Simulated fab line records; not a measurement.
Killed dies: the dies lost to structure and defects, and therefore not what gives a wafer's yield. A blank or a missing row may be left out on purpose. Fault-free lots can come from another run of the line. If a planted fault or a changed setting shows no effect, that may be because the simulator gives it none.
One fault through the eyes of 2 desks ; flow sky130 ; what lay behind the numbers comes last; until then each desk has only its own

== AT THE METROLOGY DESK ==
Lot by lot, what the gauges showed, no matter which tool ran the lot: averages of those sampled wafers that carry a number. Any lot whose mean is over 4 standard deviations away from the usual mean is out of limits and marked OUT; that distance is given in the brackets.
Columns: A = FIELD_ISO_CVD_24_THK at SKY_FIELD_ISO_THK_MEAS_25, usual 596 nm; B = CAPM_CVD_00_THK at SKY_CAPM_THK_MEAS_01, usual 15.42 nm
lot;first seen here;A;B
L719;day 2 06:55;586;15.42
L720;day 2 13:08;589;15.42
L726;day 3 18:05;594;16.20
L730;day 5 01:40;597;15.61
L734;day 5 16:56;606;15.55
L736;day 6 00:08;598;15.64
L737;day 6 07:08;604;15.59
L740;day 6 21:51;591;15.65
L741;day 7 02:44;603;15.27
L742;day 7 07:10;590;15.35
This desk found nothing out of limits on any of the 10 lots.

== DESK OF THE TOOL OWNER: pecvd-04 ==
The tool's own readings at SKY_CAPM_CVD_00 (deposits SiO2, target thk 15.5 nm): means of the sampled wafers that have a number, for each lot that ran on this tool. Any lot whose mean is over 4 standard deviations away from the usual mean is out of limits and marked OUT; that distance is given in the brackets.
Columns: A = heaterPowerW at SKY_CAPM_CVD_00, usual 711 W
lot;first seen here;A
L719;day 35 16:36;740
L726;day 38 06:51;744
L730;day 40 03:02;755
L741;day 42 15:44;769
This desk found nothing out of limits on any of the 4 lots.

== ALL TOGETHER ==
Metrology desk: nothing out of limits seen.
The desk of the tool owner found nothing out of limits.

== WHAT HAD BEEN PUT IN BY THE SIMULATOR ==
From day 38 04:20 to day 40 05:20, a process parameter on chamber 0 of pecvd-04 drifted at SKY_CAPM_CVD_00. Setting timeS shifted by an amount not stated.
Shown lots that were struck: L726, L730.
